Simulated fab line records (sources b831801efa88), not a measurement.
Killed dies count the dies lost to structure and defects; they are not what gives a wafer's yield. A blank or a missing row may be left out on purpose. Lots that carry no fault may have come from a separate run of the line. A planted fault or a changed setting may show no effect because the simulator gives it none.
Which of the tools did it? + flow sky130 + 12 lots, 36 wafers sampled, at 3 steps of a route of 708

== WHAT EACH GAUGE READ, for each wafer ==
SKY_NWELL_OVL_MEAS_10. Usual: NWELL_00_OVL -0.9 nm, standard deviation 1.7.
| lot  | measured     | on         | NWELL_00_OVL (nm) | flag |
|------|--------------|------------|-------------------|------|
| L488 | day 4 21:40  | overlay-02 | 0.4 2.8 1.0       |      |
| L492 | day 5 17:42  | overlay-01 | -2.0 -0.5 -1.5    |      |
| L494 | day 6 06:16  | overlay-02 | 1.9 1.7 1.4       |      |
| L499 | day 7 10:01  | overlay-02 | -1.4 -2.0 -2.6    |      |
| L502 | day 8 07:03  | overlay-01 | 1.1 -1.0 0.0      |      |
| L503 | day 8 14:48  | overlay-02 | 1.7 -0.5 -0.5     |      |
| L505 | day 9 03:04  | overlay-02 | -3.1 -3.9 -2.6    |      |
| L506 | day 9 05:31  | overlay-01 | -1.7 -3.0 -1.7    |      |
| L507 | day 9 09:28  | overlay-02 | -1.2 -1.3 -1.2    |      |
| L508 | day 9 14:10  | overlay-01 | -0.8 -0.5 -1.5    |      |
| L509 | day 9 21:31  | overlay-02 | -0.4 -0.7 -2.9    |      |
| L510 | day 10 06:28 | overlay-01 | -1.0 -2.1 -3.4    |      |

== WHICH TOOL RAN EACH LOT (tool, then ch and the chambers of the sampled wafers, then the start) ==
| lot  | SKY_FIELD_ISO_ETCH_14             | SKY_DNWELL_STRIP_08                 |
|------|-----------------------------------|-------------------------------------|
| L488 | rie diel-01 ch 0,3, day 2 12:20   | plasma asher-01 ch 0,1, day 3 12:28 |
| L492 | rie diel-01 ch 0,1,3, day 3 06:40 | plasma asher-01 ch 0,1, day 4 06:43 |
| L494 | rie diel-03 ch 0,1,3, day 3 17:40 | plasma asher-02 ch 0,1, day 4 18:31 |
| L499 | rie diel-04 ch 0,2,3, day 4 17:28 | plasma asher-04 ch 0,1, day 5 19:58 |
| L502 | rie diel-01 ch 0,1,2, day 5 13:14 | plasma asher-02 ch 0,1, day 6 14:55 |
| L503 | rie diel-04 ch 0,1,3, day 5 19:58 | plasma asher-02 ch 0,1, day 6 22:59 |
| L505 | rie diel-04 ch 0,1, day 6 01:43   | plasma asher-04 ch 0,1, day 7 09:10 |
| L506 | rie diel-01 ch 0,2,3, day 6 06:44 | plasma asher-04 ch 0,1, day 7 11:46 |
| L507 | rie diel-01 ch 0,2, day 6 13:34   | plasma asher-01 ch 0,1, day 7 16:16 |
| L508 | rie diel-03 ch 1,3, day 6 18:01   | plasma asher-01 ch 0, day 7 20:01   |
| L509 | rie diel-04 ch 0,3, day 6 23:38   | plasma asher-01 ch 0,1, day 8 02:38 |
| L510 | rie diel-03 ch 1,3, day 7 08:10   | plasma asher-02 ch 0,1, day 8 12:41 |
- SKY_FIELD_ISO_ETCH_14: etches BARC in N2/H2, stops on SiO2, time 45.9 s, target depth 60 nm.
- SKY_DNWELL_STRIP_08: strips in O2/N2.

== WHAT THE TOOLS THEMSELVES READ (means of the sampled wafers that have a number; where no wafer has one, the mark that the record gives instead) ==
SKY_FIELD_ISO_ETCH_14. Usual: drypump motor current A 5.6 A, standard deviation 0.33; oes product au 0.855 a.u., standard deviation 0.0047; throttle valve pct 13.225 %, standard deviation 0.0096.
| lot  | tool        | drypump motor current A (A) | oes product au (a.u.) | throttle valve pct (%) | flag |
|------|-------------|-----------------------------|-----------------------|------------------------|------|
| L488 | rie diel-01 | 5.8                         | 0.851                 | 13.233                 |      |
| L492 | rie diel-01 | 5.9                         | 0.859                 | 13.228                 |      |
| L494 | rie diel-03 | 5.6                         | 0.855                 | 13.219                 |      |
| L499 | rie diel-04 | 5.7                         | 0.855                 | 13.234                 |      |
| L502 | rie diel-01 | 5.8                         | 0.855                 | 13.221                 |      |
| L503 | rie diel-04 | 5.4                         | 0.864                 | 13.220                 |      |
| L505 | rie diel-04 | 5.3                         | 0.855                 | 13.226                 |      |
| L506 | rie diel-01 | 5.7                         | 0.857                 | 13.227                 |      |
| L507 | rie diel-01 | 5.5                         | 0.854                 | 13.228                 |      |
| L508 | rie diel-03 | 5.4                         | 0.854                 | 13.229                 |      |
| L509 | rie diel-04 | 5.5                         | 0.854                 | 13.226                 |      |
| L510 | rie diel-03 | 5.5                         | 0.851                 | 13.227                 |      |

SKY_DNWELL_STRIP_08. Usual: chamber pressure mTorr 1500.0 mTorr, standard deviation 1.4; drypump motor current A 5.8 A, standard deviation 0.59; oes product au 0.722 a.u., standard deviation 0.005; strip time to endpoint s 36.87 s, standard deviation 0.1.
| lot  | tool            | chamber pressure mTorr (mTorr) | drypump motor current A (A) | oes product au (a.u.) | strip time to endpoint s (s) | flag |
|------|-----------------|--------------------------------|-----------------------------|-----------------------|------------------------------|------|
| L488 | plasma asher-01 | 1500.5                         | 5.5                         | 0.729                 | 36.75                        |      |
| L492 | plasma asher-01 | 1500.7                         | 5.4                         | 0.727                 | 36.90                        |      |
| L494 | plasma asher-02 | 1500.4                         | 5.8                         | 0.723                 | 36.80                        |      |
| L499 | plasma asher-04 | 1499.5                         | 6.1                         | 0.727                 | 37.01                        |      |
| L502 | plasma asher-02 | 1499.9                         | 5.8                         | 0.721                 | 36.97                        |      |
| L503 | plasma asher-02 | 1500.6                         | 6.3                         | 0.720                 | 36.91                        |      |
| L505 | plasma asher-04 | 1499.9                         | 6.1                         | 0.715                 | 36.85                        |      |
| L506 | plasma asher-04 | 1499.9                         | 5.7                         | 0.722                 | 36.91                        |      |
| L507 | plasma asher-01 | 1499.2                         | 5.4                         | 0.728                 | 36.76                        |      |
| L508 | plasma asher-01 | 1500.7                         | 5.3                         | 0.721                 | 36.94                        |      |
| L509 | plasma asher-01 | 1500.1                         | 5.4                         | 0.721                 | 36.71                        |      |
| L510 | plasma asher-02 | 1500.1                         | 5.8                         | 0.720                 | 36.75                        |      |

== THE ANSWER, worked out from the rows above alone ==
Rule: a lot is off if the mean of its wafers that have a number lies more than 3 standard deviations from the usual mean. A lot without any number at a reading at which 4 lots or more have one is off too. Any other lot the step has rows for is counted as sound. Order of review: gauges by route order, followed by the tools' own readings, for which a lot's mean as printed above is used. At the first step where some lot is off, the reading lying furthest off is the one used; lots without a number count as furthest.
Nothing can be told from this: no lot is off at any reading shown.

== WHAT THE SIMULATOR PUT IN ==
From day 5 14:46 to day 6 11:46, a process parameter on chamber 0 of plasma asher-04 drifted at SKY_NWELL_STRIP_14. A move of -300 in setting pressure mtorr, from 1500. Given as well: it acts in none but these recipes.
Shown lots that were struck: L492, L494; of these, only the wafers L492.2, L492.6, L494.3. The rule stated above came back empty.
